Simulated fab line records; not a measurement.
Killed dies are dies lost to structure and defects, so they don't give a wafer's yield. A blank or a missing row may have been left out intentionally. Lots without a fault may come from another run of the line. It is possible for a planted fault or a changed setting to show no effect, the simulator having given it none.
Problem report in the 8D (eight disciplines) form, filled by code	flow sky130	the parts of the form that need people (team, actions taken, sign-off) are left out

## 1. WHAT IS WRONG
Wafers free of any fault read 143.0 (standard deviation 0.65) for VT_ADJUST_PCH_TW at SKY_VT_ADJUST_PCH_TW_MEAS_10, against a mean of 154.0 on 9 wafers of 3 lots. Relative to the usual mean, that is a shift of +17 standard deviations.
Earliest sighting: wafer L678.4 on film-metro-03 at day 13 10:28. The record has a number at this step for 36 wafers belonging to 12 lots. Rule for "out", or "out of limits": more than 4 standard deviations from the usual mean. The rest of the wafers with a number are treated as sound.

## 2. WHAT IT IS AND WHAT IT IS NOT
question	is	is not
which readings at this step	VT_ADJUST_PCH_TW	-
which lots	L678, L681, L682	L668, L671, L672, L686, L687, L688, L689, L690, L691
which wafers of those lots	all that have a number	-
read on which gauges	film-metro-02, film-metro-03	film-metro-01
when	from day 13 10:28	up to then (9 sound wafers); but 18 sound wafers of L686, L687, L688, L689, L690, L691 came after

## 3. SUSPECTS, AND WHAT RULES EACH OUT
Counting: any tool at a process step up to the reading is kept as a suspect provided that every lot that is out went through it and no sound lot did after the first of them.
- the gauge at SKY_VT_ADJUST_PCH_TW_MEAS_10 has been ruled out. Those wafers that are out were read across 2 gauges (film-metro-02, film-metro-03).
- implanter-02 at SKY_VT_ADJUST_PCH_IMPLANT_08: ruled out as a lasting fault. After its first lot that is out, L678 (day 13 10:16), sound lots L688, L689, L690, L691 ran on it.
Left after counting: nothing in the record.

## 4. THE CAUSE (what the simulator had put in)
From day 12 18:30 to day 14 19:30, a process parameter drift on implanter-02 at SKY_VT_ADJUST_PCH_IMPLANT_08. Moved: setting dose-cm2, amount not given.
The count ruled it out by mistake, since the rule takes a fault to strike every lot its tool runs from the start of the fault on, and this one did not do so.

## 5. THE EFFECT CHAIN, in route order
Rows list readings where the struck wafers' mean (over those with a number) sits beyond 3 standard deviations from the usual. Only readings whose record carries a usual standard deviation are examined. hours: median over the lots of the time between each lot's start at the first step of this table that gives one and its start at this step. sigmas: the change, counted in usual standard deviations.
hours	step	reading	usual	on struck wafers	change	sigmas
0	SKY_VT_ADJUST_PCH_IMPLANT_08	dose-ions-cm2	5e+11	7e+11	+2e+11	+99 or more
0	SKY_VT_ADJUST_PCH_IMPLANT_08	faraday-current-uA	2.82	3.74	+0.92	+15
0	SKY_VT_ADJUST_PCH_TW_MEAS_10	VT_ADJUST_PCH_TW	143.0	154.0	+11.0	+17
Here are the process steps it includes:
- SKY_VT_ADJUST_PCH_IMPLANT_08

## 6. WHAT WOULD HAVE CAUGHT IT SOONER
Counted from the fault's start at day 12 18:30, it took 16 hours until the first out-of-limits reading at a measuring or inspecting step in this record, taken at day 13 10:28.
The tool's own readings at SKY_VT_ADJUST_PCH_IMPLANT_08 were out on every struck wafer that the step has a row for (dose-ions-cm2, faraday-current-uA): an alarm limit on them would have fired on the first of those.
